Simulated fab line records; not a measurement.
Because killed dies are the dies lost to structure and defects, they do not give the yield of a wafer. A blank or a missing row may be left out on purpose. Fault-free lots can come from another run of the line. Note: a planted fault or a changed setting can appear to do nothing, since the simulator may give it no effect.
fab line records | flow sky130
record lots=15 wafers=45 lastDay=51
route steps=708 shown VIA1@471 METAL2@484
lots that met no fault: from a run of the same line without faults
startH: hours from the record's opening day to when the first of the lot's shown wafers began | waitH: hours from the lot's prior step to this one | " same as the row above | L1.1+2: several wafers, shown together as one row | - value missing, or start not given | * or withheld: withheld | < > ~ a bound
route shown NAME@n: a module of which the file shows steps, and the number in the route of the first | usual: average and standard deviation across the fault-free wafers | same: alike in all rows | chamber/n: place in a boat | sites: readings site by site | _std_site: standard deviation of those values | _edge_site: the outer-site mean with the inner-site mean subtracted | radiusMm: how far each site lies from the wafer's centre | mask NAME#n: copy n | behind: the tool/chamber that last shaped the wafer | hold: why the lot went on hold/how many hours it stayed there/how the hold came to an end | device: transistor that didn't switch, given as n, p or np | end of line: tests of these same wafers at the route's end | a step without rows: its recipe alone | killed: dies that structure and defects cost at the first sort, which is not the same as the wafer's yield | map: a wafer's dies, marking killed ones x, the rest . and places with no die _
set.NAME: the setting that was run; set.NAME@STEP: the one run at that earlier step | model.NAME: the simulator's own value behind a step, which no gauge read
the route's steps for a sample of lots (tables are steps, rows are wafers)
services: a tool's chamber out of use, with start hour (startH, from the record's first day; less than 0 if before it), hours out, and reason
## steps
# step SKY_VIA1_OVL_MEAS_13
# usual VIA1_OVL=-1/6.3
# columns lot.wafer tool chamber startH waitH VIA1_OVL[nm]
L613.1 overlay-01 - 809.84 0.1 0
L613.2 " - " " 3
L613.6 " - " " 5
L614.1 overlay-02 - 818.98 0.1 12
L614.3 " - " " 6
L614.6 " - " " 1
L615.2 overlay-02 - 826.24 0.1 1
L615.3 " - " " -2
L615.6 " - " " 6
L616.3 overlay-02 - 832.32 0.1 6
L616.5 " - " " 6
L616.6 " - " " -1
L617.1 overlay-02 - 853.21 0.1 -4
L617.2 " - " " -1
L617.6 " - " " 3
L618.1 overlay-01 - 857.81 0.1 -6
L618.4 " - " " -10
L618.6 " - " " -14
L619.1 overlay-02 - 864.59 0.1 12
L619.3 " - " " 5
L619.5 " - " " 13
L620.1 overlay-02 - 867.41 0.1 -11
L620.4 " - " " -3
L620.5 " - " " -10
L621.1 overlay-01 - 883.46 0.1 -7
L621.2 " - " " -4
L621.5 " - " " -2
L625.4 overlay-01 - 906.23 0.1 1
L625.5 " - " " -3
L625.6 " - " " 0
L627.1 overlay-02 - 912.61 0.1 0
L627.2 " - " " -10
L627.3 " - " " -4
L626.2 overlay-01 - 914.54 0.1 -1
L626.5 " - " " 1
L626.6 " - " " -1
L634.3 overlay-01 - 954.82 0.1 8
L634.4 " - " " 11
L634.5 " - " " -1
L635.1 overlay-01 - 962.46 0.1 4
L635.2 " - " " 5
L635.4 " - " " 5
L636.4 overlay-02 - 972.16 0.1 -2
L636.5 " - " " -4
L636.6 " - " " -3
# step SKY_VIA1_STRIP_16
# recipe chemistry=O2/N2 powerW=1400 pressureMtorr=1500 platenTempC=withheld o2FlowSccm=3000 n2FlowSccm=300 overashFraction=0.5
# usual drypumpMotorCurrentA=5.6/0.32 oesProductAu=0.415/0.0047 stripTimeToEndpointS=4.452/0.019
# columns lot.wafer tool chamber startH waitH drypumpMotorCurrentA oesProductAu rfHoursCounterH stripTimeToEndpointS
L613.1 plasmaAsher-01 0 809.96 0.0 5.1 0.410 67 4.428
L613.2 " 1 " " 5.3 0.415 67 4.441
L613.6 " 0 " " 5.1 0.422 - 4.456
L614.1 plasmaAsher-02 1 819.10 0.0 5.9 0.416 7 4.435
L614.3 " 1 " " 5.9 0.416 - 4.441
L614.6 " 0 " " 5.7 0.417 - 4.439
L615.2 plasmaAsher-01 0 826.36 0.0 5.1 0.405 69 4.428
L615.3 " 1 " " 5.3 0.418 - 4.463
L615.6 " 1 " " 5.3 0.412 - 4.431
L616.3 plasmaAsher-02 1 832.47 0.1 5.9 0.415 - 4.443
L616.5 " 1 " " 5.9 0.418 - 4.467
L616.6 " 0 " " 5.7 0.420 - 4.441
L617.1 plasmaAsher-01 1 853.33 0.0 5.3 0.416 72 4.430
L617.2 " 0 " " 5.1 0.409 72 4.477
L617.6 " 0 " " 5.1 0.423 - 4.458
L618.1 plasmaAsher-01 1 857.94 0.0 5.3 0.410 72 4.452
L618.4 " 1 " " 5.3 0.410 - 4.458
L618.6 " 0 " " 5.1 0.409 - 4.433
L619.1 plasmaAsher-04 1 864.71 0.0 5.8 0.416 43 4.452
L619.3 " 1 " " 5.8 0.418 - 4.433
L619.5 " 0 " " 5.9 0.419 - 4.465
L620.1 plasmaAsher-02 1 867.53 0.0 5.9 0.406 13 4.416
L620.4 " 0 " " 5.7 0.423 - 4.449
L620.5 " 0 " " 5.7 0.414 - 4.474
L621.1 plasmaAsher-02 0 883.58 0.0 5.7 0.405 14 4.428
L621.2 " 1 " " 5.9 0.413 14 4.470
L621.5 " 0 " " 5.7 0.417 - 4.478
L625.4 plasmaAsher-04 1 906.37 0.1 5.8 0.415 - 4.450
L625.5 " 0 " " 5.9 0.419 - 4.442
L625.6 " 1 " " 5.8 0.419 - 4.475
L627.1 plasmaAsher-04 1 912.73 0.0 5.9 0.411 47 4.446
L627.2 " 0 " " 5.9 0.416 47 4.457
L627.3 " 1 " " 5.8 0.418 - 4.471
L626.2 plasmaAsher-01 0 914.66 0.0 5.1 0.409 78 4.428
L626.5 " 1 " " 5.3 0.414 - 4.450
L626.6 " 0 " " 5.1 0.428 - 4.471
L634.3 plasmaAsher-02 1 954.97 0.1 5.9 0.416 - 4.454
L634.4 " 0 " " 5.7 0.413 - 4.482
L634.5 " 0 " " 5.7 0.418 - 4.455
L635.1 plasmaAsher-02 1 962.58 0.0 5.9 0.405 22 4.454
L635.2 " 0 " " 5.7 0.415 22 4.442
L635.4 " 0 " " 5.7 0.415 - 4.465
L636.4 plasmaAsher-01 0 972.30 0.1 5.1 0.416 - 4.466
L636.5 " 1 " " 5.3 0.413 - 4.434
L636.6 " 0 " " 5.1 0.417 - 4.448
# step SKY_METAL2_SPUTTER_01
# recipe material=TiN targetThkNm=20 powerW=6500 timeS=16.7 chamberPressurePa=0.4
# usual cathodeDcPowerW=6500.1/1.1 chamberPressurePa=0.3999/0.00088 throttleValvePct=29.5/1
# columns lot.wafer tool chamber startH waitH cathodeDcPowerW chamberPressurePa throttleValvePct
L613.1 pvdSputter-03 - 811.22 0.0 6499.3 0.3994 30.5
L613.2 " - " " 6498.7 0.4004 28.0
L613.6 " - " " 6498.2 0.3995 28.4
L614.1 pvdSputter-02 - 824.24 0.0 6500.1 0.3971 30.2
L614.3 " - " " 6501.7 0.3992 29.7
L614.6 " - " " 6500.4 0.3992 29.9
L615.2 pvdSputter-02 - 827.74 0.0 6501.1 0.4008 30.0
L615.3 " - " " 6501.9 0.4003 30.1
L615.6 " - " " 6500.5 0.4011 29.9
L616.3 pvdSputter-01 - 833.68 0.0 6501.9 0.4002 29.9
L616.5 " - " " 6499.4 0.4005 28.0
L616.6 " - " " 6499.8 0.4002 30.3
L617.1 pvdSputter-02 - 854.58 0.0 6499.1 0.4004 31.1
L617.2 " - " " 6497.0 0.4007 30.0
L617.6 " - " " 6500.2 0.3993 30.8
L618.1 pvdSputter-02 - 859.32 0.0 6500.6 0.4004 29.9
L618.4 " - " " 6501.1 0.4003 29.8
L618.6 " - " " 6501.2 0.4003 29.8
L619.1 pvdSputter-02 - 865.96 0.0 6500.0 0.3977 31.1
L619.3 " - " " 6500.5 0.3992 29.9
L619.5 " - " " 6500.1 0.3987 31.2
L620.1 pvdSputter-02 - 868.79 0.0 6501.1 0.3999 29.6
L620.4 " - " " 6499.4 0.4010 30.0
L620.5 " - " " 6501.2 0.4007 30.0
L621.1 pvdSputter-01 - 884.84 0.0 6499.9 0.3991 30.2
L621.2 " - " " 6499.2 0.3997 30.2
L621.5 " - " " 6500.4 0.4003 30.2
L625.4 pvdSputter-01 - 907.59 0.0 - - -
L625.5 " - " " - - -
L625.6 " - " " - - -
L627.1 pvdSputter-03 - 914.01 0.0 - - -
L627.2 " - " " - - -
L627.3 " - " " - - -
L626.2 pvdSputter-01 - 916.92 0.0 - - -
L626.5 " - " " - - -
L626.6 " - " " - - -
L634.3 pvdSputter-01 - 956.19 0.0 6498.7 0.3999 28.2
L634.4 " - " " 6501.1 0.4007 27.6
L634.5 " - " " 6498.9 0.4028 30.5
L635.1 pvdSputter-02 - 963.83 0.0 6499.3 0.3988 31.0
L635.2 " - " " 6500.5 0.4008 30.0
L635.4 " - " " 6502.4 0.3999 29.8
L636.4 pvdSputter-01 - 974.00 0.0 6498.8 0.3986 27.8
L636.5 " - " " 6500.1 0.4007 28.3
L636.6 " - " " 6501.3 0.3988 30.1
## services
# columns tool chamber startH hours kind
pvdSputter-01 - 786.03 4.2 repair
plasmaAsher-04 - 824.86 14.6 pm
pvdSputter-03 - 853.48 12.7 repair
pvdSputter-01 - 884.99 2.0 repair
pvdSputter-02 - 887.82 1.0 repair
pvdSputter-03 - 889.66 6.3 repair
pvdSputter-01 - 964.91 0.7 repair
## key
firstSign step=SKY_METAL2_SPUTTER_01 reading=toolRecord direction=missing
effect none on later readings
metAt SKY_METAL2_SPUTTER_01
struckLots L625,L626,L627
laterRowsLeftOut L625.4,L625.5,L625.6,L626.2,L626.5,L626.6,L627.1,L627.2,L627.3
sortLeftOut L625.4,L625.5,L625.6,L626.2,L626.5,L626.6,L627.1,L627.2,L627.3
notActingAt SKY_VIA1_OVL_MEAS_13,SKY_VIA1_STRIP_16
onsetBetween 884.84 907.59
fault kind=skippedStepWhole tool=pvdSputter-01,pvdSputter-03 chamber=- onsetH=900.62 steps=SKY_METAL2_SPUTTER_01 scope=struckLotsOnly
# sortLeftOut: the simulated sort isn't trusted on such a fault, so these wafers' sort isn't shown, and their yield isn't known
# laterRowsLeftOut: the simulator's readings of these wafers behind a module that went badly wrong aren't trusted and aren't shown, but for the sort
